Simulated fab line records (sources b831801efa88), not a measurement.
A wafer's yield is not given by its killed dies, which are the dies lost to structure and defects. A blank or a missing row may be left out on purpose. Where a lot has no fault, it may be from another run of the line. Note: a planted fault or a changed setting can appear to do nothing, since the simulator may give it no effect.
The same fault as seen by 2 desks :: flow gf180mcu :: each desk has only its own numbers; what lay behind them comes last

== METROLOGY DESK ==
What the gauges read for every lot (on any tool): the sampled wafers with a number, averaged. If a lot's mean is further than 4 standard deviations from the usual mean, the lot is out of limits and carries the mark OUT (the distance appears in the brackets).
Columns: A = PASSIVATION_CVD_02_THK at GF_PASSIVATION_THK_MEAS_03, usual 698 nm
lot: L634
first seen here: day 29 19:57
A: 695

lot: L635
first seen here: day 29 21:15
A: 706

lot: L636
first seen here: day 30 00:44
A: 700

lot: L638
first seen here: day 30 20:04
A: 698

lot: L639
first seen here: day 30 23:05
A: 700

lot: L640
first seen here: day 31 05:24
A: 695

lot: L641
first seen here: day 31 14:04
A: 708

lot: L642
first seen here: day 31 20:08
A: 698

lot: L649
first seen here: day 33 16:02
A: 694

lot: L650
first seen here: day 33 22:32
A: 706

lot: L651
first seen here: day 34 09:28
A: 689

lot: L653
first seen here: day 34 13:41
A: 697
This desk's finding: nothing out of limits on any of the 12 lots.

== THE TOOL OWNER'S DESK: cvd_w-01 ==
The tool's own readings at GF_V2_CVD_23 (deposits W, target thk 350 nm, time 104.94 s): means of the sampled wafers that have a number, for each lot that ran on this tool. If a lot's mean is further than 4 standard deviations from the usual mean, the lot is out of limits and carries the mark OUT (the distance appears in the brackets).
Columns: A = heater_power_outer_w at GF_V2_CVD_23, usual 551 W; B = heater_power_w at GF_V2_CVD_23, usual 912 W
lot: L634
first seen here: day 22 05:08
A: 511
B: 883

lot: L636
first seen here: day 22 12:03
A: 538
B: 904

lot: L639
first seen here: day 23 14:44
A: 505
B: 894

lot: L640
first seen here: day 23 23:01
A: 515
B: 887

lot: L641
first seen here: day 24 10:41
A: 483
B: 864

lot: L649
first seen here: day 27 02:07
A: 552
B: 919

lot: L650
first seen here: day 27 10:56
A: 512
B: 897
This desk's finding: nothing out of limits on any of the 7 lots.

== BROUGHT TOGETHER ==
At the metrology desk, nothing out of limits was observed.
The desk of the tool owner found nothing out of limits.

== WHAT THE SIMULATOR HAD PUT IN ==
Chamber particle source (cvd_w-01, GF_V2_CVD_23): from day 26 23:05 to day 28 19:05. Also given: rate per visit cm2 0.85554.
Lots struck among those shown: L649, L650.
